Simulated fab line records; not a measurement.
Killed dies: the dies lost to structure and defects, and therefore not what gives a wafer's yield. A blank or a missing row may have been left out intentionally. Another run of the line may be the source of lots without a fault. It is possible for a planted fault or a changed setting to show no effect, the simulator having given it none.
Problem report in the 8D (eight disciplines) form, filled by code ; flow sky130 ; the parts of the form that need people (team, actions taken, sign-off) are left out

## 1. WHAT IS WRONG
killed_at_front_end at SKY_PAD_OPEN_PROBE_99 reads a mean of 110 on 6 wafers of 2 lots; wafers without a fault read 15 with a standard deviation of 4.6. That is +21 standard deviations from the usual mean.
Earliest sighting: wafer L773.3 on prober-02 at day 48 14:24. The record has a number at this step for 9 wafers belonging to 3 lots. The rule behind "out" and "out of limits": a value lying over 4 standard deviations away from the usual mean. Any other wafer with a number is counted as sound.

## 2. WHAT IT IS AND WHAT IT IS NOT
question;is;is not
which readings at this step;killed_at_front_end, killed_dies;killed_at_M0_to_M3, killed_at_M4_up, killed_at_other, killed_short
which lots;L773, L774;L775
which wafers of those lots;all that have a number;-
read on which tools;prober-01, prober-02;-
when;from day 48 14:24;"up to then (0 sound wafers); but 3 sound wafers of L775 came after"

## 3. SUSPECTS, AND WHAT RULES EACH OUT
Counting: any tool at a process step up to the reading is kept as a suspect provided that every lot that is out went through it and no sound lot did after the first of them.
- furnace-02 at SKY_SONOS_ONO_OXIDATION_00 (stabilise 600 s, purge 300 s, target thk 2.6 nm): kept. It ran every lot that is out, first L773 (day 15 07:04), and no sound lot after that.
- rie_diel-02 at SKY_VIA3_ETCH_14 (etches BARC in N2/H2, stops on SiO2, time 45.9 s, target depth 60 nm): kept. It ran every lot that is out, first L773 (day 43 02:08), and no sound lot after that.
- pvd_sputter-04 at SKY_METAL4_SPUTTER_04 (material TiN, target thk 70 nm, time 58.3 s): ruled out as a lasting fault. The sound lots L775 went through it after L773, its earliest lot that is out (day 43 03:36).
- pvd_sputter-01 at SKY_CAP2M_SPUTTER_02 (material TiN, target thk 200 nm, time 166.7 s): ruled out as a lasting fault. The sound lots L775 went through it after L773, its earliest lot that is out (day 43 03:44).
After counting, furnace-02 at SKY_SONOS_ONO_OXIDATION_00 and rie_diel-02 at SKY_VIA3_ETCH_14 remain.

## 4. THE CAUSE (what the simulator had put in)
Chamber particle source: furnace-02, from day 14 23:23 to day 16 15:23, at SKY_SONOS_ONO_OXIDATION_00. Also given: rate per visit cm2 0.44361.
Of the 2 suspects that counting leaves, this tool is one.

## 5. THE EFFECT CHAIN, in route order
Each row: a reading where the mean over the struck wafers with a number is more than 3 standard deviations away from the usual. Readings are gone through only where the record gives a usual standard deviation; hours: the median, over the lots, of the time from a lot's start at the first step in this table giving one to that lot's start at this step; sigmas: the change measured in usual standard deviations.
hours;step;reading;usual;on struck wafers;change;sigmas
0;SKY_PAD_OPEN_PROBE_99;killed_at_front_end;15;110;+95;+21
0;SKY_PAD_OPEN_PROBE_99;killed_dies;88;172;+84;+8.9
0;SKY_PAD_OPEN_PROBE_99;killed_on_rim;17;34;+17;+4.7
Process steps it contains:
- SKY_PAD_OPEN_PROBE_99

## 6. WHAT WOULD HAVE CAUGHT IT SOONER
First out-of-limits reading in this record: day 48 14:24, which is 807 hours after fault onset at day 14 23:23.
No tool reading at SKY_SONOS_ONO_OXIDATION_00 that has a usual standard deviation in the record was out on any struck wafer, so an alarm limit of 4 standard deviations on those readings would not have fired.
Lots out: 2; all had begun SKY_SONOS_ONO_OXIDATION_00 on furnace-02 by day 48 14:24. A hold on the tool at that time would have spared none of them.
